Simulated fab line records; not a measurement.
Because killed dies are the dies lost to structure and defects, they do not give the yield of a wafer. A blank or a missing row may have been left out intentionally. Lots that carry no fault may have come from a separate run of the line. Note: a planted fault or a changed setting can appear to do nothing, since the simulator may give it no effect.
Commonality check across tools | flow sky130 | Sampled: 14 lots, 42 wafers

REASON IT WAS OPENED
SKY_METAL5_RS_MEAS_05, reading METAL5_ALCU_RS: flagged on 2 of 14 lots. No-fault wafers: 0.02703 ohm/sq, standard deviation 0.00021.
Rule: flag the lot when none of its wafers has a number, or when each of its wafers that has one lies beyond 4 standard deviations from that mean. As for the other lots, they are considered sound.

lot  | measured     | on            | METAL5_ALCU_RS (ohm/sq), wafer by wafer | flag
L182 | day 42 12:16 | film_metro-04 | 0.02688 0.02698 0.02684                 |
L183 | day 43 07:07 | film_metro-01 | 0.0269 0.02708 0.02722                  |
L184 | day 43 07:52 | film_metro-01 | 0.02681 0.02684 0.02695                 |
L185 | day 43 10:43 | film_metro-04 | 0.02175 0.02149 0.02171                 | FLAGGED
L188 | day 44 16:29 | film_metro-04 | 0.02168 0.02148 0.02149                 | FLAGGED
L193 | day 45 22:55 | film_metro-01 | 0.02689 0.02704 0.0269                  |
L195 | day 46 10:49 | film_metro-04 | 0.02729 0.02714 0.02746                 |
L196 | day 46 17:59 | film_metro-01 | 0.02686 0.02693 0.02683                 |
L198 | day 47 02:01 | film_metro-04 | 0.02702 0.0273 0.02693                  |
L200 | day 47 15:43 | film_metro-03 | 0.02715 0.02691 0.0269                  |
L201 | day 47 16:58 | film_metro-03 | 0.02702 0.02697 0.02697                 |
L202 | day 47 23:41 | film_metro-04 | 0.0269 0.02685 0.02694                  |
L203 | day 48 02:55 | film_metro-03 | 0.02724 0.02722 0.02735                 |
L204 | day 48 07:02 | film_metro-01 | 0.02655 0.02657 0.02662                 |
On average the flagged lots' numbers are 0.02160 ohm/sq, which is -0.00543 ohm/sq against the usual, or -26 standard deviations.

WHICH TOOL EACH LOT WENT THROUGH
4 process steps preceding the reading are held in the record, out of 708 steps in the route. Each cell gives the tool, then ch followed by the chambers the sampled wafers passed through, then the start.
lot  | flag    | SKY_METAL4_ETCH_16                | SKY_VIA4_CMP_02               | SKY_METAL5_SPUTTER_02        | SKY_METAL5_SPUTTER_04
L182 |         | rie_metal-03 ch 0,1, day 41 09:38 | cmp-01 ch 0,3, day 41 10:45   | pvd_sputter-01, day 42 12:08 | pvd_sputter-01, day 42 12:12
L183 |         | rie_metal-03 ch 0,1, day 42 04:53 | cmp-01 ch 0,1,2, day 42 06:14 | pvd_sputter-04, day 43 06:59 | pvd_sputter-04, day 43 07:03
L184 |         | rie_metal-03 ch 0,1, day 42 06:13 | cmp-02 ch 0,1, day 42 07:21   | pvd_sputter-01, day 43 07:43 | pvd_sputter-01, day 43 07:47
L185 | FLAGGED | rie_metal-04 ch 0,1, day 42 09:07 | cmp-02 ch 0,1,3, day 42 10:19 | pvd_sputter-01, day 43 10:36 | pvd_sputter-01, day 43 10:40
L188 | FLAGGED | rie_metal-02 ch 0,1, day 43 14:47 | cmp-02 ch 1,2,3, day 43 16:17 | pvd_sputter-01, day 44 16:22 | pvd_sputter-01, day 44 16:26
L193 |         | rie_metal-02 ch 0,1, day 44 22:34 | cmp-01 ch 0,1,3, day 44 23:44 | pvd_sputter-04, day 45 22:49 | pvd_sputter-04, day 45 22:52
L195 |         | rie_metal-02 ch 1, day 45 11:22   | cmp-01 ch 0,1, day 45 12:31   | pvd_sputter-02, day 46 10:42 | pvd_sputter-02, day 46 10:46
L196 |         | rie_metal-02 ch 0,1, day 45 18:41 | cmp-01 ch 1,2, day 45 19:50   | pvd_sputter-02, day 46 17:50 | pvd_sputter-02, day 46 17:54
L198 |         | rie_metal-03 ch 0,1, day 46 03:47 | cmp-02 ch 0,1,3, day 46 05:08 | pvd_sputter-02, day 47 01:55 | pvd_sputter-02, day 47 01:58
L200 |         | rie_metal-02 ch 0,1, day 46 16:34 | cmp-01 ch 1,3, day 46 17:47   | pvd_sputter-01, day 47 15:36 | pvd_sputter-01, day 47 15:40
L201 |         | rie_metal-04 ch 0,1, day 46 18:29 | cmp-01 ch 0,2,3, day 46 19:37 | pvd_sputter-02, day 47 16:51 | pvd_sputter-02, day 47 16:55
L202 |         | rie_metal-03 ch 0,1, day 47 01:19 | cmp-02 ch 0,1,3, day 47 02:29 | pvd_sputter-04, day 47 23:34 | pvd_sputter-04, day 47 23:38
L203 |         | rie_metal-04 ch 0,1, day 47 04:38 | cmp-02 ch 0,1,3, day 47 05:53 | pvd_sputter-02, day 48 02:47 | pvd_sputter-02, day 48 02:52
L204 |         | rie_metal-03 ch 0,1, day 47 08:41 | cmp-02 ch 2,3, day 47 09:53   | pvd_sputter-01, day 48 06:55 | pvd_sputter-01, day 48 06:59
These steps, and what they do:
- SKY_METAL4_ETCH_16: etches BARC in N2/H2, stops on SiO2, time 88.2 s, target depth 60 nm.
- SKY_VIA4_CMP_02: polishes SiO2.
- SKY_METAL5_SPUTTER_02: material AlCu, target thk 1150 nm, time 61.2 s.
- SKY_METAL5_SPUTTER_04: material TiN, target thk 70 nm, time 58.3 s.
- SKY_METAL5_RS_MEAS_05: measures by four-point-probe.

FLAGGED OVER TOTAL, TOOL BY TOOL (the gauges that took the reading come last)
step                  | tool           | lots run | flagged | share of the flagged lots | sound lots run after its first flagged lot
SKY_METAL4_ETCH_16    | rie_metal-02   | 5        | 1       | some                      | 4 (L193,L195,L196,L200)
SKY_METAL4_ETCH_16    | rie_metal-03   | 6        | 0       | none                      | -
SKY_METAL4_ETCH_16    | rie_metal-04   | 3        | 1       | some                      | 2 (L201,L203)
SKY_VIA4_CMP_02       | cmp-01         | 7        | 0       | none                      | -
SKY_VIA4_CMP_02       | cmp-02         | 7        | 2       | all                       | 4 (L198,L202,L203,L204)
SKY_METAL5_SPUTTER_02 | pvd_sputter-01 | 6        | 2       | all                       | 2 (L200,L204)
SKY_METAL5_SPUTTER_02 | pvd_sputter-02 | 5        | 0       | none                      | -
SKY_METAL5_SPUTTER_02 | pvd_sputter-04 | 3        | 0       | none                      | -
SKY_METAL5_SPUTTER_04 | pvd_sputter-01 | 6        | 2       | all                       | 2 (L200,L204)
SKY_METAL5_SPUTTER_04 | pvd_sputter-02 | 5        | 0       | none                      | -
SKY_METAL5_SPUTTER_04 | pvd_sputter-04 | 3        | 0       | none                      | -
SKY_METAL5_RS_MEAS_05 | film_metro-01  | 5        | 0       | none                      | -
SKY_METAL5_RS_MEAS_05 | film_metro-03  | 3        | 0       | none                      | -
SKY_METAL5_RS_MEAS_05 | film_metro-04  | 6        | 2       | all                       | 3 (L195,L198,L202)

THE TABLE: WHAT IT ALLOWS
4 rows of the table ran every flagged lot: cmp-02 at SKY_VIA4_CMP_02, pvd_sputter-01 at SKY_METAL5_SPUTTER_02, pvd_sputter-01 at SKY_METAL5_SPUTTER_04, film_metro-04 at SKY_METAL5_RS_MEAS_05.
- cmp-02 at SKY_VIA4_CMP_02: 2 of its 7 lots flagged. After the first flagged lot (L198, L202, L203, L204), sound lots still ran on it; a lasting fault on the whole tool would not permit that.
- pvd_sputter-01 at SKY_METAL5_SPUTTER_02: 2 of its 6 lots flagged. After the first flagged lot (L200, L204), sound lots still ran on it; a lasting fault on the whole tool would not permit that.
- pvd_sputter-01 at SKY_METAL5_SPUTTER_04: 2 of its 6 lots flagged. After the first flagged lot (L200, L204), sound lots still ran on it; a lasting fault on the whole tool would not permit that.
- film_metro-04 at SKY_METAL5_RS_MEAS_05: 2 of its 6 lots flagged. After the first flagged lot (L195, L198, L202), sound lots still ran on it; a lasting fault on the whole tool would not permit that.
Every row of the table either missed a flagged lot or ran a sound lot after the first.

WHAT THE SIMULATOR PUT IN
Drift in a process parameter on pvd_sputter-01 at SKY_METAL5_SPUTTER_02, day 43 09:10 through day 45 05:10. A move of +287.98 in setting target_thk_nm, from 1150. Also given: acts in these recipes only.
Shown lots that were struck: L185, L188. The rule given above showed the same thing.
